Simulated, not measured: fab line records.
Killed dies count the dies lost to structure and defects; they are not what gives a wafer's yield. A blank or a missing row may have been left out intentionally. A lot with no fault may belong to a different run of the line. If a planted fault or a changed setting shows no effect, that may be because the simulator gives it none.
Struck lot and sound lot, side by side ; flow sky130 ; 36 steps out of a route of 708
Sound: these wafers, L845.2, L845.3, L845.6. Struck: wafer L860.3. (L860.6 of the same lot was not struck and is left out.) The cause comes at the end.
At each step with rows: each side's tool, then ch and its chambers, then its first start. Under that, the readings that differ: sound wafers ; struck wafers ; difference of the means ; sigmas: that difference in standard deviations of wafers without a fault.
alike: same words and numbers on both sides, and readings whose means sit less than 2 such deviations apart. not compared: any withheld reading, any reading some wafer has no value for, any bound like >300 that may hide the same value, and any number with overlapping values for which the record gives no deviation.
The two part at a step that has a row with sigmas, a row that says differs or no value, or rows on one side only. Non-overlapping numbers with no deviation appear without sigmas and do not part them. Lack of a reading on every wafer of one side parts them only where that side has two or more wafers.

first, 2 steps without rows for these wafers: SKY_SD_N_IMPLANT_10; SKY_SD_N_STRIP_11 (strips in O2/N2).
SKY_SD_N_TW_MEAS_12:
  sound on film metro-04 at day 28 10:56; struck on film metro-03 at day 33 08:39
  alike: SD_N_TW
then, 1 step without rows for these wafers: SKY_SD_N_CLEAN_13 (cleans in SC1/SC2, time 150 s).
SKY_SD_N_RTA_14: time 2 s.
  sound on rtp anneal-01 ch 0, day 28 11:03; struck on rtp anneal-01 ch 0, day 33 08:46
reading;sound;struck;difference;sigmas
lamp power pct (%);15.79 15.80 15.74;15.65;-0.13;-2
  alike: wafer_temp_C_max
SKY_SD_N_RS_MEAS_16: measures by four-point-probe.
  sound on film metro-01 at day 28 11:14; struck on film metro-04 at day 33 08:57
  alike: SD_N_RS
SKY_SD_N_RS_MEAS_17: measures by four-point-probe.
  sound on film metro-01 at day 28 11:21; struck on film metro-04 at day 33 09:04
  alike: SD_P_RS
SKY_SD_N_RS_MEAS_18: measures by four-point-probe.
  sound on film metro-01 at day 28 11:28; struck on film metro-04 at day 33 09:11
reading;sound;struck;difference;sigmas
RES_XHIGH_RS (ohm/sq);334.5 334.9 335.9;331.3;-3.8;-3
then, 2 steps without rows for these wafers: SKY_SALICIDE_CLEAN_00 (cleans in HF-last, time 30 s); SKY_LI_CONTACT_HDPCVD_00 (deposits PSG, target thk 930 nm, time 155 s).
SKY_LI_CONTACT_THK_MEAS_01:
  sound on film metro-03 at day 28 11:42; struck on film metro-01 at day 33 09:25
  alike: LI_CONTACT_HDPCVD_THK
SKY_LI_CONTACT_CMP_02: polishes PSG.
  sound on cmp-02 ch 1,2,3, day 28 12:14; struck on cmp-01 ch 1, day 33 09:27
reading;sound;struck;difference;sigmas
time to endpoint s (s);28.0 28.1 30.2;40.5;+11.7;+4
model.PSG_of_LI_CONTACT_HDPCVD_00.thk nm (nm);596.5 596.6 597.7;503.8;-93.1;
  alike: edge zone pressure frac, motor current A
SKY_LI_CONTACT_BOW_MEAS_03:
  sound on film metro-04 at day 28 12:34; struck on film metro-04 at day 33 09:47
  alike: LI_CONTACT_BOW
then, 8 steps without rows for these wafers: SKY_LI_CONTACT_DEHYDRATE_04 (time 60 s); SKY_LI_CONTACT_HMDS_05 (prime time 60 s); SKY_LI_CONTACT_COAT_06 (resist thk 60 nm); SKY_LI_CONTACT_COAT_07 (resist thk 450 nm); SKY_LI_CONTACT_SOFTBAKE_08 (time 90 s); SKY_LI_CONTACT_EXPOSE_09 (exposes mask LICM1, target cd 170 nm); SKY_LI_CONTACT_PEB_10; SKY_LI_CONTACT_DEVELOP_11 (develop time 60 s).
SKY_LI_CONTACT_CD_MEAS_12: the cd target is 170 nm.
  sound on cd sem-01 at day 29 16:51; struck on cd sem-02 at day 34 12:41
reading;sound;struck;difference;sigmas
cd nm (nm);170.3 172.0 169.9;174.8;+4.1;+3
SKY_LI_CONTACT_OVL_MEAS_13:
  sound on overlay-02 at day 29 16:57; struck on overlay-02 at day 34 12:47
  alike: LI_CONTACT_OVL
SKY_LI_CONTACT_ETCH_14: etches BARC in N2/H2, stops on SiO2, time 45.9 s, target depth 60 nm.
  sound on rie diel-03 ch 0,2,3, day 29 16:59; struck on rie diel-02 ch 1, day 34 12:48
reading;sound;struck;difference;sigmas
n2 flow sccm (sccm);100.03 100.08 99.81;100.57;+0.60;+2
  alike: drypump motor current A, oes product au, throttle valve pct
  not compared: rf hours counter h
SKY_LI_CONTACT_ETCH_15: etches PSG in C4F8/O2/Ar, stops on Si, target depth 600 nm.
  sound on rie diel-03 ch 0,2,3, day 29 17:02; struck on rie diel-02 ch 1, day 34 12:50
reading;sound;struck;difference;sigmas
oes product au (a.u.);0.846 0.838 0.835;0.768;-0.072;-15
model.etch.depth nm (nm);596.5 596.6 597.7;503.8;-93.1;
model.LI_CONTACT.feature depth nm (nm);596.5 596.6 597.7;503.8;-93.1;
then, 3 steps without rows for these wafers: SKY_LI_CONTACT_STRIP_16 (strips in O2/N2); SKY_LI_CONTACT_CLEAN_17 (cleans in NMP, time 600 s); SKY_LI_CONTACT_PRE_CLEAN_18 (time 5.6 s).
SKY_LI_CONTACT_SPUTTER_19: material Ti, target thk 20 nm, time 106.37 s.
  sound on pvd sputter-01 at day 29 17:25; struck on pvd sputter-04 at day 34 13:13
reading;sound;struck;difference;sigmas
throttle valve pct (%);29.1 31.0 31.4;28.6;-1.9;-2
SKY_LI_CONTACT_SPUTTER_20: material TiN, target thk 20 nm, time 80 s.
  sound on pvd sputter-01 at day 29 17:30; struck on pvd sputter-04 at day 34 13:18
  alike: throttle valve pct
then, 1 step without rows for these wafers: SKY_LI_CONTACT_CVD_21 (deposits W, target thk 400 nm, time 120.56 s).
SKY_LI_CONTACT_RS_MEAS_22: measures by four-point-probe.
  sound on film metro-04 at day 29 17:43; struck on film metro-04 at day 34 13:32
  alike: LI_CONTACT_W_RS
SKY_LI_CONTACT_THK_MEAS_23: measures by xrf.
  sound on film metro-04 at day 29 17:49; struck on film metro-04 at day 34 13:38
  alike: LI_CONTACT_W_THK
SKY_LI_CONTACT_CMP_24: polishes, stops on PSG, t overpolish 20 s, target thk 0 nm.
  sound on cmp-02 ch 1,3, day 29 17:52; struck on cmp-01 ch 0, day 34 13:46
reading;sound;struck;difference;sigmas
model.PSG_of_LI_CONTACT_HDPCVD_00.thk nm (nm);587 587.2 588.2;494.3;-93.2;
  alike: edge zone pressure frac, motor current A
SKY_LOCAL_INTERCONNECT_SPUTTER_00: material TiN, target thk 100 nm, time 83.3 s.
  sound on pvd sputter-01 at day 29 18:10; struck on pvd sputter-03 at day 34 13:58
  alike: throttle valve pct
-- the record jumps here: 15 days lie between the struck wafers' starts before and after (it left off in module LOCAL_INTERCONNECT and takes up again in module PAD_OPEN, whose first step shown is number 708 of the route) --
SKY_PAD_OPEN_PROBE_99:
  sound on prober-02 at day 46 06:10; struck on prober-02 at day 49 16:49
reading;sound;struck;difference;sigmas
model.etest.licon pdiff.rc ohm;581.8 580.6 588.5;531.1;-52.5;
model.etest.cap li to poly.c af um2;98.11 99.7 100.6;133.5;+34.0;
model.etest.licon high po.rc ohm;363 344.4 355.4;323.1;-31.2;
model.etest.licon ndiff.rc ohm;180 183.6 184.8;159.9;-22.9;
model.etest.sonos uncharged.r on ohm um;799.5 804.4 811;821.1;+16.1;
model.etest.licon poly.rc ohm;151.7 148.2 149.8;137.2;-12.7;
model.etest.cap li to well.c af um2;36.7 36.55 36.47;40.78;+4.21;
  alike: killed_at_M0_to_M3, killed_at_M4_up, killed at contacts, killed at front end, killed at other, killed dies, killed open, killed short

== WHERE THEY PART ==
Last at SKY_LI_CONTACT_SPUTTER_19 as far as this record goes, first at SKY_SD_N_RTA_14. Later steps at which nothing parts them and some readings are alike: SKY_LI_CONTACT_SPUTTER_20, SKY_LI_CONTACT_RS_MEAS_22, SKY_LI_CONTACT_THK_MEAS_23, SKY_LI_CONTACT_CMP_24, SKY_LOCAL_INTERCONNECT_SPUTTER_00, SKY_PAD_OPEN_PROBE_99.

WHY: what had been put in by the simulator
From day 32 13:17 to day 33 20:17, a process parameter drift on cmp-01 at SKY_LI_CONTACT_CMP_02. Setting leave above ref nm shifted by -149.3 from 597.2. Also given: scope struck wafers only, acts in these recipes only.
